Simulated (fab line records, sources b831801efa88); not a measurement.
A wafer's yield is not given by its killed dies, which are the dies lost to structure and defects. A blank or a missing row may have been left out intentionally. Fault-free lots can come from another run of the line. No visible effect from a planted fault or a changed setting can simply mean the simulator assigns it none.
Chamber matching    flow gf180mcu    4 sister chambers for GF_STI_CMP_25 on cmp-02
The step polishes, stops on Si3N4, t overpolish 33 s, target thk 524.6 nm. 16 wafers are shown with their chamber, then 8 later ones without.

WAFERS WITH THEIR CHAMBER
wafer   chamber  motor_current_A (A)  time_to_endpoint_s (s)  overpolish_run_s (s)
L870.1  3        12.5                 125                     33.008
L870.2  0        11.2                 125                     33.016
L870.3  2        12.6                 126                     32.996
L872.1  2        12.1                 127                     32.999
L872.3  1        10.5                 127                     33.007
L872.6  3        13.4                 127                     33.008
L874.3  1        11.4                 135                     33.009
L874.4  3        13.3                 135                     33.008
L874.5  1        10.6                 135                     32.988
L878.1  1        10.7                 133                     33.006
L878.2  0        11.2                 129                     32.996
L878.4  3        13.2                 128                     33.000
L879.2  1        10.1                 131                     33.009
L879.5  1        11.1                 132                     32.997
L879.6  0        11.3                 127                     32.998
L880.1  2        13.3                 130                     33.008

SIGNATURES (averages over the wafers above)
reading             chamber 0  chamber 1  chamber 2  chamber 3  scatter within a chamber
motor_current_A     11.233     10.733     12.667     13.100     0.437
time_to_endpoint_s  127.00     132.17     127.67     128.75     3.14
overpolish_run_s    33.00333   33.00267   33.00100   33.00600   0.00778
Rule: distance of a wafer from a chamber = root of the sum over the readings of ((wafer's reading minus chamber's mean) / reading's scatter) squared. If the next closest chamber is less than 2 further off than the closest, the wafer can't be placed; otherwise it belongs to the closest. The scatter is the square root of a quotient: the sum, over the shown wafers, of each reading's squared deviation from its chamber's mean, divided by wafers minus chambers.

WAFERS WITHOUT THEIR CHAMBER
wafer   motor_current_A (A)  time_to_endpoint_s (s)  overpolish_run_s (s)
L880.2  10.9                 129                     33.010
L880.4  11.4                 126                     32.981
L883.1  11.1                 124                     33.010
L883.3  10.4                 125                     33.012
L883.5  12.5                 126                     32.998
L889.2  11.7                 124                     33.002
L889.3  10.8                 124                     33.006
L889.4  12.7                 122                     32.996

CHAMBER TAKEN BY EACH
wafer   from the rows above           in truth
L880.2  can't be placed: 0 or 1       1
L880.4  can't be placed: 0 or 1 or 2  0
L883.1  can't be placed: 0 or 1       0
L883.3  can't be placed: 0 or 1       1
L883.5  can't be placed: 2 or 3       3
L889.2  can't be placed: 0 or 2 or 1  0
L889.3  can't be placed: 0 or 1       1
L889.4  can't be placed: 2 or 3 or 0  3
Placed correctly: 0 of 8. Not placeable from these rows: 8 (in 8, the candidates include the true chamber). Placed wrongly: 0.
